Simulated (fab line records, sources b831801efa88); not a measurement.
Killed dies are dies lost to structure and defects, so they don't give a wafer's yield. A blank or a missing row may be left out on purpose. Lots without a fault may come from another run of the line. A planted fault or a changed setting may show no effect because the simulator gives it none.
A sampling plan put to the test | flow sky130 | one fab line, 53 faults that these records tell of, each judged on the records of the lots that it struck; 1 more is left out, because the records don't allow judging it
The plan is the line's own looks: the steps of the route at which a gauge or an inspection reads the wafer and doesn't change it. A look can be judged if struck wafers have a number there and the file gives its usual mean and standard deviation on fault-free wafers. Caught: at a look after the fault's first step, the mean of the struck wafers lies 4 or more of those standard deviations (sigma) from the usual mean. On the tool: the same test on the tool's own readings at the fault's steps. Another recipe on the struck wafers, or a record that is blank for them alone, also counts as caught.

THE FAULTS, as the simulator had put them in
1. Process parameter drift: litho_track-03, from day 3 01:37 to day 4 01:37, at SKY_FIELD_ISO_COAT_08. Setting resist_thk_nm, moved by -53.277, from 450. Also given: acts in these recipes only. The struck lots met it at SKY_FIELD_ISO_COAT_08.
2. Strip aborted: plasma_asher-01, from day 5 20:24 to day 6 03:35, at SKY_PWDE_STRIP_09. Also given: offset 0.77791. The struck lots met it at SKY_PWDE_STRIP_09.
3. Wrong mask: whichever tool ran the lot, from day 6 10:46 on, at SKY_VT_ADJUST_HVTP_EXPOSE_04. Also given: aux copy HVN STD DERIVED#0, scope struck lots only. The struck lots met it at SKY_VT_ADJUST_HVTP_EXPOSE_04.
4. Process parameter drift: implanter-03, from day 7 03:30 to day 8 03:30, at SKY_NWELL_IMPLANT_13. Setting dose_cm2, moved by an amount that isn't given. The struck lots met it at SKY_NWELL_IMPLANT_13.
5. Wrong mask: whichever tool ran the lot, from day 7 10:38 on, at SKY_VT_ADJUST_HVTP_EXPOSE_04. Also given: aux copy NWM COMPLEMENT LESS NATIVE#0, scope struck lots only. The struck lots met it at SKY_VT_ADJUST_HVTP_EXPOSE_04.
6. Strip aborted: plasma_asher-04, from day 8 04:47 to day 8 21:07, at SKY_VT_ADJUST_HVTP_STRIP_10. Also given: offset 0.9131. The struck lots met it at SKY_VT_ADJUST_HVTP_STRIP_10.
7. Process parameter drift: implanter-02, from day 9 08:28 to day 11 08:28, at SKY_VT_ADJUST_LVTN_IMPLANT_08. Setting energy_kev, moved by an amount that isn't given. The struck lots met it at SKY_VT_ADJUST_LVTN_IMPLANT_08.
8. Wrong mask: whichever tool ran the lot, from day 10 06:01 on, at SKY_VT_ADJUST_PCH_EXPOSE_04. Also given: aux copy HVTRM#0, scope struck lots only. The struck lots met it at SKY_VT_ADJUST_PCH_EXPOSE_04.
9. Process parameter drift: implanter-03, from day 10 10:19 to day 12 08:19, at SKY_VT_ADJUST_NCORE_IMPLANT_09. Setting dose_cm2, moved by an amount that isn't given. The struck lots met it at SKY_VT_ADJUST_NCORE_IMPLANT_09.
10. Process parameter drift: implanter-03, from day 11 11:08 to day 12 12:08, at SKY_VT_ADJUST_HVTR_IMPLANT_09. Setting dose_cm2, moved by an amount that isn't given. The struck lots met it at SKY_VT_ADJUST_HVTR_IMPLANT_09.
11. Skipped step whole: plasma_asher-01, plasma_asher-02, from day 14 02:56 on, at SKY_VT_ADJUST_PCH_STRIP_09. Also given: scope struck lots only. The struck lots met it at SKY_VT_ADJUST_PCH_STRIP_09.
12. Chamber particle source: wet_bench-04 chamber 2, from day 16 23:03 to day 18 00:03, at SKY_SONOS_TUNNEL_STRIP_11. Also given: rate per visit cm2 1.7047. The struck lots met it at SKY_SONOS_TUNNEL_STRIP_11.
13. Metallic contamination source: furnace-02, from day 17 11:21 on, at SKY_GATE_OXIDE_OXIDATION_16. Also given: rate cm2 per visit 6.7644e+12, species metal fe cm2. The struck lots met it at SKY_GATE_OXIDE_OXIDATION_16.
14. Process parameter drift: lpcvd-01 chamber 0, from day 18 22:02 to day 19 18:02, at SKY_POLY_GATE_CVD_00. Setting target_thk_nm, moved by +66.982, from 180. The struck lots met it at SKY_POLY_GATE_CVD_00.
15. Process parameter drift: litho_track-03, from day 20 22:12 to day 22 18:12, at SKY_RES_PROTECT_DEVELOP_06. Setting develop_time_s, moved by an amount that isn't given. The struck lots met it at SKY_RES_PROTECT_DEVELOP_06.
16. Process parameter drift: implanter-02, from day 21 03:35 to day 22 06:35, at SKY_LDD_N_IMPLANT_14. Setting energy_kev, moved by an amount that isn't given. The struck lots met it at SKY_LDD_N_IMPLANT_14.
17. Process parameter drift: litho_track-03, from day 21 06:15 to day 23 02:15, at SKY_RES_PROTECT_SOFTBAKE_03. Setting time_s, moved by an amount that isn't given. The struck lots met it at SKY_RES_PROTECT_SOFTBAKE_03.
18. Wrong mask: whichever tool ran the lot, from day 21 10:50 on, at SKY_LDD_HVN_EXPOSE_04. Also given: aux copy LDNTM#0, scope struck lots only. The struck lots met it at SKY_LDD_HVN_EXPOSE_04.
19. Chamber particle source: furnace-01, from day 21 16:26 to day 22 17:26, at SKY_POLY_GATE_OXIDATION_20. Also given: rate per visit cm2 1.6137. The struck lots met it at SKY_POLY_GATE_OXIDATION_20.
20. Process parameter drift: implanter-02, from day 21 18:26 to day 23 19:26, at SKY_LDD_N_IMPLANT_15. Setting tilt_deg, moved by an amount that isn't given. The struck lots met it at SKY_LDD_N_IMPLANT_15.
21. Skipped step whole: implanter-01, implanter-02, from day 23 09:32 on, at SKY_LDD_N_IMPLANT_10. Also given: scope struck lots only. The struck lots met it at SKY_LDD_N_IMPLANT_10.
22. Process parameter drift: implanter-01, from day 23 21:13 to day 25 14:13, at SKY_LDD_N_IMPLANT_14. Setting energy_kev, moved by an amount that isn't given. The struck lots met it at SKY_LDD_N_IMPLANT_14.
23. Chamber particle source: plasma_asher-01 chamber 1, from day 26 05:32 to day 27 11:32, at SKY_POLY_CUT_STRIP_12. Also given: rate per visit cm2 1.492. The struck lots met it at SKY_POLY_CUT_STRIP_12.
24. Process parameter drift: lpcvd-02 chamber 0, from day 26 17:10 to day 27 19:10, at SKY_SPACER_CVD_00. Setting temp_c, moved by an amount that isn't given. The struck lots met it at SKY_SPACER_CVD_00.
25. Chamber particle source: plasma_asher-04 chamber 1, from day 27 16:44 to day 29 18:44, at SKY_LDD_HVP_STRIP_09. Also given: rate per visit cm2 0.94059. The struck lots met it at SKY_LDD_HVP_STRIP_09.
26. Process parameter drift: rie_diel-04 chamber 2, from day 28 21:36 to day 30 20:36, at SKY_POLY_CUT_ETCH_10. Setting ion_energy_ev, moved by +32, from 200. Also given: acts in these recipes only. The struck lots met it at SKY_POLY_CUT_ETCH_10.
27. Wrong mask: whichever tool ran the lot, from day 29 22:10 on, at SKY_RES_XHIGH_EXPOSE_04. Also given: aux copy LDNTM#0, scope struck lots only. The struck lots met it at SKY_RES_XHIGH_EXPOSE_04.
28. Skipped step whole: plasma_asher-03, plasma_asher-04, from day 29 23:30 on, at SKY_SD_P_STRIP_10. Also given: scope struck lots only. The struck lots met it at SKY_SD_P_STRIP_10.
29. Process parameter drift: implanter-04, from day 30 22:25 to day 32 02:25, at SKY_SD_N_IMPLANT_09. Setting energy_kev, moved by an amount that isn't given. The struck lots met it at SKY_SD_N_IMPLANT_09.
30. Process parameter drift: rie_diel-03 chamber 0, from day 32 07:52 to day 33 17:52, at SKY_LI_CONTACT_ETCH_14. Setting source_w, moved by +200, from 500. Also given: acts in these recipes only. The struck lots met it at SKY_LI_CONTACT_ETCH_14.
31. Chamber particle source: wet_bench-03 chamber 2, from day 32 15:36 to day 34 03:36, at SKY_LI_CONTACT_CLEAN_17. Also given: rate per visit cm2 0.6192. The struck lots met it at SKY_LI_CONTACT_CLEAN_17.
32. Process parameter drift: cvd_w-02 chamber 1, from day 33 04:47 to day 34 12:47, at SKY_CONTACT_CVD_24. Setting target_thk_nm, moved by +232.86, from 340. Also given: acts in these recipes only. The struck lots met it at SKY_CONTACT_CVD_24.
33. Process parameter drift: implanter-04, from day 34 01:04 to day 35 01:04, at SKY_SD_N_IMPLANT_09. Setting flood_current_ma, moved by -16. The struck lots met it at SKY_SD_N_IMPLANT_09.
34. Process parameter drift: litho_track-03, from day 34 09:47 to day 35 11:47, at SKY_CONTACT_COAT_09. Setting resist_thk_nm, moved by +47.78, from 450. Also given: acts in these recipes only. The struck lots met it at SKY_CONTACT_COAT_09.
35. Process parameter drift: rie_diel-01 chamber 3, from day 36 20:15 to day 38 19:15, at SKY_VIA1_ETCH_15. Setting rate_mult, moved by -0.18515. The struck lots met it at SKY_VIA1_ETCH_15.
36. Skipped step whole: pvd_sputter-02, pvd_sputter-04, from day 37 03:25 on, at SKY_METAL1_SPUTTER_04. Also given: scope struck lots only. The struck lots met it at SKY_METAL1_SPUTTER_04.
37. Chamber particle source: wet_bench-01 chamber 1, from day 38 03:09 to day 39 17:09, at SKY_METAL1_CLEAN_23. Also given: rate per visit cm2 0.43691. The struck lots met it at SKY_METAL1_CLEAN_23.
38. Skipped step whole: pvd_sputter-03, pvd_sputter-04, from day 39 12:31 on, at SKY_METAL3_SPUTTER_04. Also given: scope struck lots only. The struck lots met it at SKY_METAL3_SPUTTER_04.
39. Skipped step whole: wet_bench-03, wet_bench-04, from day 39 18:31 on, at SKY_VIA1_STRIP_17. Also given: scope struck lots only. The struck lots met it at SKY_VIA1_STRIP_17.
40. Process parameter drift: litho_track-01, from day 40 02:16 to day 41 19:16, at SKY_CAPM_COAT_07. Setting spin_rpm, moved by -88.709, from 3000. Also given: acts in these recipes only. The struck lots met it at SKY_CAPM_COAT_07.
41. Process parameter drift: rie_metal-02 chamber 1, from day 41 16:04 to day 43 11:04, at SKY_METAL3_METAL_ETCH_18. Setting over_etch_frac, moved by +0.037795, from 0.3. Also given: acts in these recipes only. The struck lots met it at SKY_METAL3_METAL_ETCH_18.
42. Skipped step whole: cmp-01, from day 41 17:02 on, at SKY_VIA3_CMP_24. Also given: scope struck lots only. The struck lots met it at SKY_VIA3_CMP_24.
43. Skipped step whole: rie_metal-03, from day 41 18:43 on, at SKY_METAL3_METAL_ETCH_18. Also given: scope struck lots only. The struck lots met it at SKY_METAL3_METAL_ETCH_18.
44. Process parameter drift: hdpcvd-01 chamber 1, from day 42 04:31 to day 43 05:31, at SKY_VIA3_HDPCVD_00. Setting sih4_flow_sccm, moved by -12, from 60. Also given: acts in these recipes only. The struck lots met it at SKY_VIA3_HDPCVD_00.
45. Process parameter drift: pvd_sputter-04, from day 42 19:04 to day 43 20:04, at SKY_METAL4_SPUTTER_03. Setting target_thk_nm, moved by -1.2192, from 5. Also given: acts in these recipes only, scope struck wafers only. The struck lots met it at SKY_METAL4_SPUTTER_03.
46. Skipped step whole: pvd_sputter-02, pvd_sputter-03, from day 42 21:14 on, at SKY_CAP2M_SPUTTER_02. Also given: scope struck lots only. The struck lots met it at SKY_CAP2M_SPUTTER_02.
47. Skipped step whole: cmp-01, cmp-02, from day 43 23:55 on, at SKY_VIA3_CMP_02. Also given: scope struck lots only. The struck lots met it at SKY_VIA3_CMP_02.
48. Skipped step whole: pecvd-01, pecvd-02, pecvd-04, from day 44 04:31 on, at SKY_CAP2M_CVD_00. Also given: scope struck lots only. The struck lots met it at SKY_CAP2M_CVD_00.
49. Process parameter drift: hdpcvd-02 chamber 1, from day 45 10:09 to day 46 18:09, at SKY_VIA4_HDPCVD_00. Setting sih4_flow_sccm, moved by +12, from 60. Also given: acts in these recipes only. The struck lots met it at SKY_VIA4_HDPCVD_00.
50. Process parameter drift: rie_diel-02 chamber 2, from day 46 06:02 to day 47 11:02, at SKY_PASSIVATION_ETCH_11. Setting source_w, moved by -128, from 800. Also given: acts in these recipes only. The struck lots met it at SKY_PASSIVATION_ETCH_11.
51. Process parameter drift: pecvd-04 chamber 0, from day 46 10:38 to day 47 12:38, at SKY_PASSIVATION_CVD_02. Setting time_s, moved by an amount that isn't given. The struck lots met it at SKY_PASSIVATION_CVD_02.
52. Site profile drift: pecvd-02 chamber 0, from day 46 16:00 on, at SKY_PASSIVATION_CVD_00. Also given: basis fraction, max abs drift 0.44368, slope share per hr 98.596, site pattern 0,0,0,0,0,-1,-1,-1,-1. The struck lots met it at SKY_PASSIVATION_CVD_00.
53. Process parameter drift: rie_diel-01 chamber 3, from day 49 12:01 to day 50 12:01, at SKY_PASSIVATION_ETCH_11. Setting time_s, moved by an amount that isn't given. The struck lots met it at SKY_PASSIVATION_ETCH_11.

WHAT THE PLAN SAW
fault | on the tool itself                               | first look that catches it                      | reading, sigma                                                      | median hours from its first step to that look | hours from the fault's start to the first struck lot there | judged looks passed uncaught
1     | under 2 sigma                                    | none of the 3 looks that can be judged after it | -                                                                   | -                                             | -                                                          | 3
2     | oes_product_au +46 sigma                         | SKY_NWELL_TW_MEAS_15                            | NWELL_TW -99 or beyond                                              | 19.6                                          | 27                                                         | 0
3     | no reading that can be judged                    | SKY_VT_ADJUST_HVTP_TW_MEAS_11                   | VT_ADJUST_HVTP_TW -99 or beyond                                     | 9.7                                           | 18                                                         | 0
4     | dose_ions_cm2 -64 sigma                          | no look after it can be judged                  | -                                                                   | -                                             | -                                                          | 0
5     | under 2 sigma                                    | SKY_VT_ADJUST_HVTP_TW_MEAS_11                   | VT_ADJUST_HVTP_TW -99 or beyond                                     | 9.5                                           | 12                                                         | 0
6     | oes_product_au +41 sigma                         | SKY_VT_ADJUST_LVTN_TW_MEAS_10                   | VT_ADJUST_LVTN_TW -99 or beyond                                     | 21.7                                          | 38                                                         | 0
7     | beam_energy_keV -99 or beyond sigma              | no look after it can be judged                  | -                                                                   | -                                             | -                                                          | 0
8     | under 2 sigma                                    | SKY_VT_ADJUST_PCH_TW_MEAS_10                    | VT_ADJUST_PCH_TW -93                                                | 10.3                                          | 13                                                         | 0
9     | dose_ions_cm2 -99 or beyond sigma                | SKY_VT_ADJUST_NCORE_TW_MEAS_11                  | VT_ADJUST_NCORE_TW -17                                              | 0.2                                           | 5                                                          | 0
10    | dose_ions_cm2 +99 or beyond sigma                | none of the 2 looks that can be judged after it | strongest: VT_ADJUST_HVTR_TW at SKY_VT_ADJUST_HVTR_TW_MEAS_11, +2.7 | -                                             | -                                                          | 2
11    | the tool's record is blank for the struck wafers | SKY_SONOS_TUNNEL_TW_MEAS_12                     | SONOS_TUNNEL_TW -99 or beyond                                       | 27.5                                          | 31                                                         | 0
12    | no reading that can be judged                    | not the one look that can be judged after it    | -                                                                   | -                                             | -                                                          | 1
13    | under 2 sigma                                    | none of the 5 looks that can be judged after it | -                                                                   | -                                             | -                                                          | 5
14    | under 2 sigma                                    | SKY_POLY_GATE_THK_MEAS_01                       | POLY_GATE_CVD_00_THK +45                                            | 1.2                                           | 8                                                          | 0
15    | no reading that can be judged                    | SKY_RES_PROTECT_TW_MEAS_08                      | POLY_GATE_TW -99 or beyond                                          | 0.4                                           | 23                                                         | 0
16    | beam_energy_keV -60 sigma                        | no look after it can be judged                  | -                                                                   | -                                             | -                                                          | 0
17    | heater_power_total_W +99 or beyond sigma         | no look after it can be judged                  | -                                                                   | -                                             | -                                                          | 0
18    | no reading that can be judged                    | SKY_LDD_HVN_TW_MEAS_10                          | LDD_HVN_TW -99 or beyond                                            | 15.2                                          | 22                                                         | 0
19    | under 2 sigma                                    | none of the 6 looks that can be judged after it | -                                                                   | -                                             | -                                                          | 6
20    | no reading that can be judged                    | none of the 6 looks that can be judged after it | -                                                                   | -                                             | -                                                          | 6
21    | the tool's record is blank for the struck wafers | SKY_LDD_N_TW_MEAS_17                            | LDD_N_TW -6.8                                                       | 1.0                                           | 4                                                          | 0
22    | beam_energy_keV +99 or beyond sigma              | no look after it can be judged                  | -                                                                   | -                                             | -                                                          | 0
23    | under 2 sigma                                    | none of the 2 looks that can be judged after it | -                                                                   | -                                             | -                                                          | 2
24    | susceptor_temp_C -55 sigma                       | SKY_SPACER_THK_MEAS_01                          | SPACER_CVD_00_THK -37                                               | 1.2                                           | 5                                                          | 0
25    | only faintly: oes_product_au +2.0 sigma          | no look after it can be judged                  | -                                                                   | -                                             | -                                                          | 0
26    | under 2 sigma                                    | no look after it can be judged                  | -                                                                   | -                                             | -                                                          | 0
27    | no reading that can be judged                    | SKY_RES_XHIGH_TW_MEAS_09                        | RES_XHIGH_TW -99 or beyond                                          | 13.5                                          | 15                                                         | 0
28    | the tool's record is blank for the struck wafers | SKY_RES_XHIGH_TW_MEAS_09                        | RES_XHIGH_TW -99 or beyond                                          | 27.5                                          | 32                                                         | 0
29    | beam_energy_keV +99 or beyond sigma              | SKY_SD_N_TW_MEAS_12                             | SD_N_TW +19                                                         | 0.4                                           | 10                                                         | 0
30    | rf_fwd_power_W +99 or beyond sigma               | no look after it can be judged                  | -                                                                   | -                                             | -                                                          | 0
31    | no reading that can be judged                    | no look after it can be judged                  | -                                                                   | -                                             | -                                                          | 0
32    | under 2 sigma                                    | SKY_CONTACT_RS_MEAS_25                          | CONTACT_W_RS -30                                                    | 0.1                                           | 6                                                          | 0
33    | under 2 sigma                                    | no look after it can be judged                  | -                                                                   | -                                             | -                                                          | 0
34    | no reading that can be judged                    | no look after it can be judged                  | -                                                                   | -                                             | -                                                          | 0
35    | oes_product_au -16 sigma                         | no look after it can be judged                  | -                                                                   | -                                             | -                                                          | 0
36    | the tool's record is blank for the struck wafers | SKY_METAL1_THK_MEAS_06                          | METAL1_ALCU_THK +16                                                 | 0.2                                           | 10                                                         | 0
37    | no reading that can be judged                    | no look after it can be judged                  | -                                                                   | -                                             | -                                                          | 0
38    | the tool's record is blank for the struck wafers | no look after it can be judged                  | -                                                                   | -                                             | -                                                          | 0
39    | the tool's record is blank for the struck wafers | no look after it can be judged                  | -                                                                   | -                                             | -                                                          | 0
40    | spin_speed_rpm -40 sigma                         | no look after it can be judged                  | -                                                                   | -                                             | -                                                          | 0
41    | only faintly: oes_product_au -3.4 sigma          | no look after it can be judged                  | -                                                                   | -                                             | -                                                          | 0
42    | the tool's record is blank for the struck wafers | no look after it can be judged                  | -                                                                   | -                                             | -                                                          | 0
43    | the tool's record is blank for the struck wafers | no look after it can be judged                  | -                                                                   | -                                             | -                                                          | 0
44    | sih4_flow_sccm -70 sigma                         | SKY_VIA3_THK_MEAS_01                            | VIA3_HDPCVD_THK -18                                                 | 0.2                                           | 11                                                         | 0
45    | under 2 sigma                                    | no look after it can be judged                  | -                                                                   | -                                             | -                                                          | 0
46    | the tool's record is blank for the struck wafers | no look after it can be judged                  | -                                                                   | -                                             | -                                                          | 0
47    | the tool's record is blank for the struck wafers | SKY_VIA3_BOW_MEAS_03                            | VIA3_BOW +6.9                                                       | 0.2                                           | 3                                                          | 0
48    | the tool's record is blank for the struck wafers | no look after it can be judged                  | -                                                                   | -                                             | -                                                          | 0
49    | sih4_flow_sccm +62 sigma                         | SKY_VIA4_THK_MEAS_01                            | VIA4_HDPCVD_THK +17                                                 | 0.2                                           | 14                                                         | 0
50    | rf_fwd_power_W -47 sigma                         | no look after it can be judged                  | -                                                                   | -                                             | -                                                          | 0
51    | under 2 sigma                                    | SKY_PASSIVATION_THK_MEAS_03                     | PASSIVATION_CVD_02_THK -17                                          | 0.2                                           | 5                                                          | 0
52    | under 2 sigma                                    | SKY_PASSIVATION_THK_MEAS_01                     | PASSIVATION_CVD_00_THK -14                                          | 0.0                                           | 0                                                          | 0
53    | run_length_s -55 sigma                           | no look after it can be judged                  | -                                                                   | -                                             | -                                                          | 0
A dash: the fault isn't caught, or these records don't give the number.

Caught at a look: 22 of 53. Caught on the tool: 29 of 53. By one or the other: 39 of 53.
Caught on the tool alone: faults 4, 7, 10, 16, 17, 22, 30, 35, 38, 39, 40, 42, 43, 46, 48, 50, 53.
Caught at a look alone: faults 3, 5, 8, 14, 15, 18, 27, 32, 51, 52.
Caught by neither: faults 1, 12, 13, 19, 20, 23, 25, 26, 31, 33, 34, 37, 41, 45.

THINNER SAMPLING
If the look that catches a fault measured only every second or every third lot, by lot number, the first struck lot would be measured this late in the worst case:
fault | struck lots at that look, in order of time | every lot | every second lot | every third lot
2     | L892                                       | 27 h      | may miss it      | may miss it
3     | L174                                       | 18 h      | may miss it      | may miss it
5     | L648                                       | 12 h      | may miss it      | may miss it
6     | L762                                       | 38 h      | may miss it      | may miss it
8     | L207                                       | 13 h      | may miss it      | may miss it
9     | L985, L988                                 | 5 h       | 29 h             | may miss all 2
11    | L327, L328                                 | 31 h      | 39 h             | may miss all 2
14    | L205                                       | 8 h       | may miss it      | may miss it
15    | L290, L293                                 | 23 h      | 31 h             | may miss all 2
18    | L998                                       | 22 h      | may miss it      | may miss it
21    | L926, L928                                 | 4 h       | may miss all 2   | may miss all 2
24    | L421, L423                                 | 5 h       | may miss all 2   | may miss all 2
27    | L490                                       | 15 h      | may miss it      | may miss it
28    | L844, L845                                 | 32 h      | 44 h             | may miss all 2
29    | L413, L416                                 | 10 h      | 28 h             | may miss all 2
32    | L829, L831, L832                           | 6 h       | 23 h             | may miss all 3
36    | L553, L552                                 | 10 h      | 12 h             | may miss all 2
44    | L481, L482                                 | 11 h      | 20 h             | may miss all 2
47    | L158, L160, L161                           | 3 h       | 11 h             | may miss all 3
49    | L854                                       | 14 h      | may miss it      | may miss it
51    | L598, L600                                 | 5 h       | may miss all 2   | may miss all 2
52    | L784                                       | 0 h       | may miss it      | may miss it
Hours are from the fault's start to the first struck lot that is measured. The limit of 4 sigma was tested on all struck wafers together, so one lot alone may lie under it. Other struck lots may not be in these records.

THE LONGEST TIMED WAY FROM STEP TO LOOK
Fault 28: a median of 27.5 hours passes between SKY_SD_P_STRIP_10 and SKY_RES_XHIGH_TW_MEAS_09. No look between them can be judged.
